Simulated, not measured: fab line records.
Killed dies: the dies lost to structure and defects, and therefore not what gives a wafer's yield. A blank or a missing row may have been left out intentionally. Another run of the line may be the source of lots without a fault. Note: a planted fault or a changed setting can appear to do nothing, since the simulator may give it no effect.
Struck lot and sound lot, side by side -- flow sky130 -- 43 out of 708 route steps
Sound: wafers L687.2, L687.3, L687.5. Struck: wafers L696.1, L696.5 (left out: L696.6, a lot-mate that was not struck); the cause follows at the end.
Order at every step that has rows: each side's tool, ch and its chambers, its first start. Under that, the readings that differ: sound wafers -- struck wafers -- difference of the means -- sigmas: that difference in standard deviations of wafers without a fault.
alike: a reading whose means differ by less than 2 such deviations, as well as words and numbers matching on both sides. not compared: withheld readings; readings where some wafer has no value; bounds like >300 that might hide an equal value; numbers whose values overlap and for which the record gives no deviation.
A row with sigmas, a row that says differs or no value, or rows on one side alone: a step with any of these is where the two part. When numbers do not overlap yet have no deviation, they are printed without sigmas and do not part them. A reading that every wafer of one side lacks parts them only if that side has two wafers or more.

first, 8 steps without rows for these wafers: SKY_METAL4_DEHYDRATE_05 (time 60 s); SKY_METAL4_HMDS_06 (prime time 60 s); SKY_METAL4_COAT_07 (resist thk 60 nm); SKY_METAL4_COAT_08 (resist thk 1140 nm); SKY_METAL4_SOFTBAKE_09 (time 90 s); SKY_METAL4_EXPOSE_10 (exposes mask MM4, target cd 300 nm); SKY_METAL4_PEB_11; SKY_METAL4_DEVELOP_12 (develop time 60 s).
SKY_METAL4_CD_MEAS_13: the cd target is 300 nm.
  struck on cdSem-01, day 44 15:05; sound on cdSem-01, day 41 22:39
  alike: cdNm
SKY_METAL4_OVL_MEAS_14:
  struck on overlay-02, day 44 15:13; sound on overlay-02, day 41 22:45
  alike: METAL4_OVL
then, 1 step without rows for these wafers: SKY_METAL4_DESCUM_15 (chemistry O2, time 8 s).
SKY_METAL4_ETCH_16: etches BARC in N2/H2, stops on SiO2, time 88.2 s, target depth 60 nm.
  sound on rieMetal-02 ch 0,1, day 41 22:49; struck on rieMetal-04 ch 0,1, day 44 15:17
  alike: drypumpMotorCurrentA, oesProductAu, rfFwdPowerW, throttleValvePct
  not compared: rfHoursCounterH
SKY_METAL4_ETCH_17: etches SiO2 in C4F8/O2/Ar, stops on TiN, time 3.9 s, target depth 15 nm.
  sound on rieDiel-04 ch 1,3, day 41 22:55; struck on rieDiel-03 ch 3, day 44 15:23
reading,sound,struck,difference,sigmas
oesProductAu (a.u.),0.738 0.751 0.748,0.760 0.774,+0.021,+3
  alike: rfFwdPowerW
  not compared: rfHoursCounterH
then, 6 steps without rows for these wafers: SKY_METAL4_METAL_ETCH_18 (etches the open film in Cl2/BCl3, stops on SiO2, target depth 845 nm, time 183.1 s); SKY_METAL4_STRIP_19 (strips in O2/N2); SKY_METAL4_STRIP_20 (strips in post etch residue remover, time 1200 s); SKY_METAL4_CLEAN_21 (cleans in IPA, time 180 s); SKY_METAL4_CLEAN_22 (cleans in O3/DIW); SKY_VIA4_HDPCVD_00 (deposits SiO2, target thk 1750 nm, time 291.7 s).
SKY_VIA4_THK_MEAS_01:
  struck on filmMetro-02, day 44 16:21; sound on filmMetro-01, day 41 23:53
reading,sound,struck,difference,sigmas
VIA4_HDPCVD_THK (nm),1808 1761 1786,1706 1702,-81,-3
then, 1 step without rows for these wafers: SKY_VIA4_CMP_02 (polishes SiO2).
SKY_VIA4_BOW_MEAS_03:
  struck on filmMetro-01, day 44 16:43; sound on filmMetro-02, day 42 00:16
  alike: VIA4_BOW
then, 7 steps without rows for these wafers: SKY_VIA4_DEHYDRATE_04 (time 60 s); SKY_VIA4_HMDS_05 (prime time 60 s); SKY_VIA4_COAT_06 (resist thk 1140 nm); SKY_VIA4_SOFTBAKE_07 (time 60 s); SKY_VIA4_EXPOSE_08 (exposes mask VIM4, target cd 800 nm); SKY_VIA4_PEB_09; SKY_VIA4_DEVELOP_10 (develop time 60 s).
SKY_VIA4_OVL_MEAS_11:
  struck on overlay-01, day 45 14:50; sound on overlay-01, day 42 23:47
  alike: VIA4_OVL
SKY_VIA4_ETCH_12: etches SiO2 in C4F8/O2/Ar, stops on TiN, target depth 580 nm.
  sound on rieDiel-02 ch 0,1,3, day 42 23:49; struck on rieDiel-02 ch 2, day 45 14:52
  alike: oesProductAu, rfFwdPowerW
SKY_VIA4_STRIP_13: strips in O2/N2.
  sound on plasmaAsher-03 ch 0,1, day 42 23:54; struck on plasmaAsher-03 ch 1, day 45 14:57
reading,sound,struck,difference,sigmas
oesProductAu (a.u.),0.707 0.718 0.703,0.722 0.718,+0.011,+2
  alike: drypumpMotorCurrentA, o2FlowSccm, stripTimeToEndpointS
  not compared: rfHoursCounterH
then, 5 steps without rows for these wafers: SKY_VIA4_STRIP_14 (strips in post etch residue remover, time 1200 s); SKY_VIA4_CLEAN_15 (cleans in IPA, time 180 s); SKY_VIA4_CLEAN_16 (cleans in O3/DIW); SKY_VIA4_SPUTTER_17 (material TiN, target thk 20 nm, time 80 s); SKY_VIA4_CVD_18 (deposits W, target thk 505 nm, time 152.14 s).
SKY_VIA4_RS_MEAS_19: uses a four-point probe to measure.
  struck on filmMetro-02, day 45 15:46; sound on filmMetro-01, day 43 00:46
  alike: VIA4_W_RS
SKY_VIA4_THK_MEAS_20: measures by xrf.
  struck on filmMetro-02, day 45 15:53; sound on filmMetro-01, day 43 00:52
  alike: VIA4_W_THK
then, 1 step without rows for these wafers: SKY_VIA4_CMP_21 (polishes, stops on SiO2, t overpolish 25 s, target thk 0 nm).
SKY_METAL5_SPUTTER_00: material Ti, target thk 15 nm, time 10 s.
  struck on pvdSputter-02, day 45 16:14; sound on pvdSputter-03, day 43 01:14
reading,sound,struck,difference,sigmas
throttleValvePct (%),31.7 29.6 31.8,27.6 27.6,-3.4,-3
SKY_METAL5_SPUTTER_01: material TiN, target thk 20 nm, time 16.7 s.
  struck on pvdSputter-02, day 45 16:16; sound on pvdSputter-03, day 43 01:16
reading,sound,struck,difference,sigmas
throttleValvePct (%),31.7 29.5 31.6,27.7 27.7,-3.2,-3
-- the record jumps here: 3 days lie between the struck wafers' starts before and after (it left off in module METAL5 and takes up again in module PAD_OPEN, whose first step shown is number 708 of the route) --
SKY_PAD_OPEN_PROBE_99:
  struck on prober-01, day 48 08:22; sound on prober-02, day 45 23:11
reading,sound,struck,difference,sigmas
defectLimitedYield (%),83.7 83.1 81.7,71.5 73.4,-10.4,-6
killed_at_M4_up,2 3 3,56 56,+53,+25
killedDies,80 83 90,140 131,+51,+6
sort_bin_3_pad_short (%),0.4 0.6 1.0,4.1 3.5,+3.1,+8
sort_bin_5_function (%),9.3 9.6 8.5,16.9 15.7,+7.2,+6
sortNPass,412 409 402,352 361,-51,-6
sortYieldPct (%),83.7 83.1 81.7,71.5 73.4,-10.4,-6
model.etest.tester.sortNPass,412 409 402,352 361,-51,
model.etest.tester.sortYieldPct (%),83.74 83.13 81.71,71.54 73.37,-10.40,
model.etest.tester.sort_bin_5_pct (%),9.35 9.553 8.537,16.87 15.65,+7.11,
model.etest.tester.sort_bin_3_pct (%),0.4065 0.6098 1.016,4.065 3.455,+3.083,
  alike: killed_at_M0_to_M3, killedAtContacts, killedAtFrontEnd, killedAtOther, killedOpen, killedShort, sort_bin_6_memory

WHERE THEY PART
Earliest at SKY_METAL4_ETCH_17; latest, in this record, at SKY_PAD_OPEN_PROBE_99.

WHY: what had been put in by the simulator
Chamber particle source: rieDiel-03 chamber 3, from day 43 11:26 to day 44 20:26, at SKY_METAL4_ETCH_17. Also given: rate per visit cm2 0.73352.
